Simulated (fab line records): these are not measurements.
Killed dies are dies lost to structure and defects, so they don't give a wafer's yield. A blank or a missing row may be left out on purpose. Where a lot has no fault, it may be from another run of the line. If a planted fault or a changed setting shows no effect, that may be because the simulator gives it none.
Matching of chambers -- flow sky130 -- 4 sister chambers for SKY_VIA3_CMP_02 on cmp-02
The step polishes SiO2. 4 wafers are shown with their chamber, then 12 later ones without.

## WAFERS WITH THEIR CHAMBER
wafer,chamber,motor current A (A)
L084.5,3,12.1
L089.1,0,12.0
L089.3,1,13.7
L089.5,2,13.0

## WAFERS WITH NO CHAMBER GIVEN
wafer,motor current A (A)
L090.1,12.1
L090.2,11.6
L090.4,12.8
L091.1,11.8
L091.3,14.1
L091.6,12.9
L096.1,11.6
L096.4,12.8
L096.6,14.1
L097.3,11.3
L097.5,12.8
L097.6,12.1

## WHICH CHAMBER EACH ONE RAN IN
wafer,from the rows above,in truth
L090.1,can't be placed: 3 or 0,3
L090.2,can't be placed: 0 or 3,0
L090.4,can't be placed: 2 or 3 or 0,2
L091.1,can't be placed: 0 or 3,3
L091.3,1,1
L091.6,2,2
L096.1,can't be placed: 0 or 3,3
L096.4,can't be placed: 2 or 3 or 0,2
L096.6,1,1
L097.3,can't be placed: 0 or 3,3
L097.5,can't be placed: 2 or 3 or 0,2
L097.6,can't be placed: 3 or 0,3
Placed correctly: 3 of 12. Unplaceable from these rows: 9, with the true chamber sitting among the candidates in 9. Placed wrongly: 0.
How it was worked out, from the rows above alone: a wafer's distance from a chamber is the root of the sum, over the readings, of the square of ((its reading less the chamber's mean) divided by the reading's scatter). If the next closest chamber is less than 2 further off than the closest, the wafer can't be placed; otherwise it belongs to the closest. For every chamber, the mean is computed from those of its wafers that are shown. The scatter (one wafer shown for each chamber): square how far every hidden wafer sits from the nearest shown wafer, average those squares and take the square root.
